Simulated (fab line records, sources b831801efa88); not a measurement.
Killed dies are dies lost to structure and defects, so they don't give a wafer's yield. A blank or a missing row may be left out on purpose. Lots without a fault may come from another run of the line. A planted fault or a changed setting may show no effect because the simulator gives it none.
Which tool did it? | flow sky130 | 14 lots, 41 wafers sampled, at 7 steps of a route of 708

WHAT THE GAUGES READ, wafer by wafer
SKY_CONTACT_RS_MEAS_25: measures by four-point-probe. Usual: CONTACT_W_RS 0.3404 ohm/sq, standard deviation 0.003.
lot  | measured     | on            | CONTACT_W_RS (ohm/sq) | flag
L166 | day 31 19:46 | film_metro-03 | 0.3363 0.3361 0.3368  |
L168 | day 33 02:12 | film_metro-03 | 0.3415 0.3436 0.3428  |
L169 | day 33 03:12 | film_metro-02 | 0.3462 0.3429 0.3432  |
L172 | day 33 20:13 | film_metro-04 | 0.3411 0.3414 0.3375  |
L173 | day 34 19:47 | film_metro-02 | 0.3418 0.3476 0.3470  |
L175 | day 34 22:58 | film_metro-02 | 0.3418 0.3369 0.3408  |
L174 | day 35 04:05 | film_metro-04 | 0.3375 0.3422 0.3425  |
L176 | day 35 11:16 | film_metro-03 | 0.3402 0.3391 0.3404  |
L177 | day 35 12:59 | film_metro-04 | 0.3387 0.3432 0.3391  |
L180 | day 36 10:56 | film_metro-03 | 0.3430 0.3389 0.3444  |
L183 | day 37 12:58 | film_metro-04 | 0.3403 0.2483         | OFF
L186 | day 38 04:40 | film_metro-04 | 0.3400 0.3415 0.3395  |
L184 | day 38 06:00 | film_metro-04 | 0.3399 0.3403 0.2512  | OFF
L187 | day 38 11:38 | film_metro-04 | 0.3414 0.3398 0.3415  |

SKY_CONTACT_THK_MEAS_26: measures by xrf. Usual: CONTACT_W_THK 337 nm, standard deviation 5.7.
lot  | measured     | on            | CONTACT_W_THK (nm) | flag
L166 | day 31 19:53 | film_metro-03 | 343 344 344        |
L168 | day 33 02:19 | film_metro-03 | 337 333 335        |
L169 | day 33 03:19 | film_metro-02 | 324 328 328        |
L172 | day 33 20:20 | film_metro-04 | 338 337 343        |
L173 | day 34 19:54 | film_metro-02 | 331 324 324        |
L175 | day 34 23:04 | film_metro-02 | 331 335 330        |
L174 | day 35 04:11 | film_metro-04 | 345 339 338        |
L176 | day 35 11:23 | film_metro-03 | 340 343 343        |
L177 | day 35 13:06 | film_metro-04 | 343 335 342        |
L180 | day 36 11:02 | film_metro-03 | 337 343 338        |
L183 | day 37 13:04 | film_metro-04 | 341 471            | OFF
L186 | day 38 04:47 | film_metro-04 | 335 335 335        |
L184 | day 38 06:07 | film_metro-04 | 337 336 453        | OFF
L187 | day 38 11:46 | film_metro-04 | 336 339 335        |

SKY_METAL1_CD_MEAS_15: target cd 140 nm. Usual: cd_nm 138.9 nm, standard deviation 1.5.
lot  | measured     | on        | cd_nm (nm)        | flag
L166 | day 32 23:10 | cd_sem-01 | 139.0 139.1 139.9 |
L168 | day 34 05:28 | cd_sem-01 | 137.1 136.3 137.8 |
L169 | day 34 06:52 | cd_sem-02 | 140.7 140.9 139.0 |
L172 | day 34 23:10 | cd_sem-01 | 136.1 138.7 137.3 |
L173 | day 35 23:01 | cd_sem-02 | 140.4 140.5 142.2 |
L175 | day 36 00:46 | cd_sem-01 | 140.3 138.6 139.8 |
L174 | day 36 07:00 | cd_sem-01 | 138.1 139.1 137.7 |
L176 | day 36 14:28 | cd_sem-01 | 137.4 141.1 141.4 |
L177 | day 36 15:47 | cd_sem-01 | 138.8 137.8 138.8 |
L180 | day 37 13:12 | cd_sem-02 | 138.6 138.8 138.6 |
L183 | day 38 14:53 | cd_sem-02 | 139.5 138.3       |
L186 | day 39 06:49 | cd_sem-01 | 140.5 140.1 141.2 |
L184 | day 39 07:19 | cd_sem-02 | 139.3 140.1 137.6 |
L187 | day 39 13:16 | cd_sem-01 | 137.8 135.6 138.0 |

WHICH TOOL RAN EACH LOT (tool, then ch and the chambers of the sampled wafers, then the start)
lot  | SKY_LI_CONTACT_CMP_24         | SKY_CONTACT_SPUTTER_23       | SKY_CONTACT_CVD_24            | SKY_CONTACT_CMP_27
L166 | cmp-02 ch 1,2,3, day 29 09:56 | pvd_sputter-04, day 31 19:36 | cvd_w-02 ch 1, day 31 19:40   | cmp-02 ch 1,3, day 31 19:57
L168 | cmp-01 ch 1,2,3, day 30 17:01 | pvd_sputter-02, day 33 02:02 | cvd_w-01 ch 0,1, day 33 02:05 | cmp-02 ch 0,2,3, day 33 02:23
L169 | cmp-02 ch 2,3, day 30 17:52   | pvd_sputter-01, day 33 03:02 | cvd_w-02 ch 0,1, day 33 03:05 | cmp-02 ch 0,1, day 33 03:23
L172 | cmp-01 ch 0,3, day 31 11:05   | pvd_sputter-01, day 33 20:03 | cvd_w-01 ch 0,1, day 33 20:07 | cmp-01 ch 0,1, day 33 20:24
L173 | cmp-01 ch 2,3, day 32 11:32   | pvd_sputter-02, day 34 19:36 | cvd_w-02 ch 0,1, day 34 19:40 | cmp-02 ch 0,2,3, day 34 20:01
L175 | cmp-02 ch 0,3, day 32 15:28   | pvd_sputter-01, day 34 22:46 | cvd_w-02 ch 0,1, day 34 22:52 | cmp-02 ch 2,3, day 34 23:07
L174 | cmp-01 ch 1,3, day 32 19:41   | pvd_sputter-04, day 35 03:52 | cvd_w-02 ch 0,1, day 35 03:58 | cmp-02 ch 1,2,3, day 35 04:20
L176 | cmp-01 ch 1,2, day 33 02:54   | pvd_sputter-04, day 35 11:06 | cvd_w-02 ch 0,1, day 35 11:10 | cmp-02 ch 1,2,3, day 35 11:27
L177 | cmp-02 ch 0,1,2, day 33 05:14 | pvd_sputter-04, day 35 12:48 | cvd_w-02 ch 0,1, day 35 12:52 | cmp-02 ch 0,2,3, day 35 13:09
L180 | cmp-02 ch 1,2,3, day 34 02:39 | pvd_sputter-04, day 36 10:44 | cvd_w-01 ch 0,1, day 36 10:50 | cmp-01 ch 1,2,3, day 36 11:11
L183 | cmp-01 ch 0,1, day 35 05:29   | pvd_sputter-04, day 37 12:46 | cvd_w-02 ch 0,1, day 37 12:50 | cmp-01 ch 0,3, day 37 13:07
L186 | cmp-02 ch 0,1,2, day 35 21:23 | pvd_sputter-02, day 38 04:30 | cvd_w-01 ch 0,1, day 38 04:34 | cmp-01 ch 0,1,3, day 38 04:51
L184 | cmp-01 ch 1,2,3, day 35 21:38 | pvd_sputter-01, day 38 05:50 | cvd_w-02 ch 0,1, day 38 05:53 | cmp-01 ch 0,3, day 38 06:11
L187 | cmp-02 ch 0,2,3, day 36 04:12 | pvd_sputter-02, day 38 11:28 | cvd_w-01 ch 0,1, day 38 11:32 | cmp-02 ch 1,2,3, day 38 11:52
- SKY_LI_CONTACT_CMP_24: polishes, stops on PSG, t overpolish 20 s, target thk 0 nm.
- SKY_CONTACT_SPUTTER_23: material TiN, target thk 20 nm, time 80 s.
- SKY_CONTACT_CVD_24: deposits W, target thk 340 nm, time 102.12 s.
- SKY_CONTACT_CMP_27: polishes, stops on SiO2, t overpolish 15 s, target thk 0 nm.

WHAT THE TOOLS THEMSELVES READ (means of the sampled wafers that have a number; where no wafer has one, the mark that the record gives instead)
SKY_LI_CONTACT_CMP_24. Usual: motor_current_A 11.4 A, standard deviation 1.5; overpolish_run_s 20.000 s, standard deviation 0.0093; slurry_flow_ml_min 149.9, standard deviation 0.5; time_to_endpoint_s 94 s, standard deviation 4.7.
lot  | tool   | motor_current_A (A) | overpolish_run_s (s) | slurry_flow_ml_min | time_to_endpoint_s (s) | flag
L166 | cmp-02 | 11.9                | 20.000               | 150.3              | 90                     |
L168 | cmp-01 | 11.3                | 20.003               | 149.8              | 92                     |
L169 | cmp-02 | 12.1                | 19.993               | 149.8              | 98                     |
L172 | cmp-01 | 11.7                | 19.994               | 150.3              | 92                     |
L173 | cmp-01 | 10.6                | 19.998               | 150.4              | 92                     |
L175 | cmp-02 | 11.0                | 19.995               | 150.0              | 97                     |
L174 | cmp-01 | 12.8                | 20.007               | 150.1              | 96                     |
L176 | cmp-01 | 10.0                | 20.005               | 149.9              | 87                     |
L177 | cmp-02 | 11.5                | 20.002               | 149.8              | 93                     |
L180 | cmp-02 | 12.0                | 19.999               | 149.8              | 96                     |
L183 | cmp-01 | 12.7                | 20.011               | 149.3              | 93                     |
L186 | cmp-02 | 11.6                | 20.002               | 150.1              | 99                     |
L184 | cmp-01 | 11.1                | 19.999               | 150.1              | 91                     |
L187 | cmp-02 | 11.4                | 19.998               | 150.3              | 97                     |

SKY_CONTACT_SPUTTER_23. Usual: throttle_valve_pct 29.9 %, standard deviation 1.
lot  | tool           | throttle_valve_pct (%) | flag
L166 | pvd_sputter-04 | 29.3                   |
L168 | pvd_sputter-02 | 29.5                   |
L169 | pvd_sputter-01 | 30.6                   |
L172 | pvd_sputter-01 | 30.9                   |
L173 | pvd_sputter-02 | 29.6                   |
L175 | pvd_sputter-01 | 30.6                   |
L174 | pvd_sputter-04 | 29.3                   |
L176 | pvd_sputter-04 | 28.7                   |
L177 | pvd_sputter-04 | 29.4                   |
L180 | pvd_sputter-04 | 29.4                   |
L183 | pvd_sputter-04 | 30.3                   |
L186 | pvd_sputter-02 | 29.4                   |
L184 | pvd_sputter-01 | 30.2                   |
L187 | pvd_sputter-02 | 29.6                   |

SKY_CONTACT_CVD_24. Usual: heater_power_outer_w 487 W, standard deviation 29; heater_power_w 801 W, standard deviation 25.
lot  | tool     | heater_power_outer_w (W) | heater_power_w (W) | flag
L166 | cvd_w-02 | 494                      | 810                |
L168 | cvd_w-01 | 472                      | 811                |
L169 | cvd_w-02 | 476                      | 785                |
L172 | cvd_w-01 | 495                      | 827                |
L173 | cvd_w-02 | 492                      | 784                |
L175 | cvd_w-02 | 481                      | 782                |
L174 | cvd_w-02 | 478                      | 790                |
L176 | cvd_w-02 | 473                      | 785                |
L177 | cvd_w-02 | 493                      | 793                |
L180 | cvd_w-01 | 472                      | 803                |
L183 | cvd_w-02 | 485                      | 806                |
L186 | cvd_w-01 | 478                      | 819                |
L184 | cvd_w-02 | 496                      | 801                |
L187 | cvd_w-01 | 480                      | 814                |

SKY_CONTACT_CMP_27. Usual: motor_current_A 11.4 A, standard deviation 1.3; slurry_flow_ml_min 150.0, standard deviation 0.49; time_to_endpoint_s 82 s, standard deviation 4.4.
lot  | tool   | motor_current_A (A) | slurry_flow_ml_min | time_to_endpoint_s (s) | flag
L166 | cmp-02 | 11.3                | 149.7              | 82                     |
L168 | cmp-02 | 11.4                | 150.4              | 81                     |
L169 | cmp-02 | 10.6                | 150.4              | 81                     |
L172 | cmp-01 | 13.3                | 150.0              | 80                     |
L173 | cmp-02 | 11.2                | 149.9              | 82                     |
L175 | cmp-02 | 11.6                | 150.1              | 82                     |
L174 | cmp-02 | 12.1                | 149.9              | 82                     |
L176 | cmp-02 | 11.5                | 149.8              | 85                     |
L177 | cmp-02 | 11.5                | 150.5              | 83                     |
L180 | cmp-01 | 11.2                | 150.0              | 81                     |
L183 | cmp-01 | 12.2                | 150.3              | 96                     | OFF
L186 | cmp-01 | 12.4                | 149.8              | 82                     |
L184 | cmp-01 | 11.7                | 150.1              | 94                     |
L187 | cmp-02 | 11.4                | 149.7              | 76                     |

THE ANSWER, worked out from the rows above alone
Rule: a lot is off if the mean of its wafers that have a number lies more than 3 standard deviations from the usual mean. A lot without any number at a reading at which 4 lots or more have one is off too. The other lots that the step has rows for count as sound. The gauges are gone through in route order, then the tools' own readings, and for those a lot's mean is taken as printed above. The first step at which some lot is off is used, and at that step the reading that is off furthest; a lot without a number counts as furthest.
Off: L183, L184, at SKY_CONTACT_RS_MEAS_25 (CONTACT_W_RS).
A tool fits if, at a process step before that reading, it ran every lot that is off, and no sound lot after the first of them. The gauges at SKY_CONTACT_RS_MEAS_25 are tried like those tools. Can't be told from this: 2 tools fit, cmp-01 at SKY_LI_CONTACT_CMP_24, cvd_w-02 at SKY_CONTACT_CVD_24.

WHAT THE SIMULATOR HAD PUT IN
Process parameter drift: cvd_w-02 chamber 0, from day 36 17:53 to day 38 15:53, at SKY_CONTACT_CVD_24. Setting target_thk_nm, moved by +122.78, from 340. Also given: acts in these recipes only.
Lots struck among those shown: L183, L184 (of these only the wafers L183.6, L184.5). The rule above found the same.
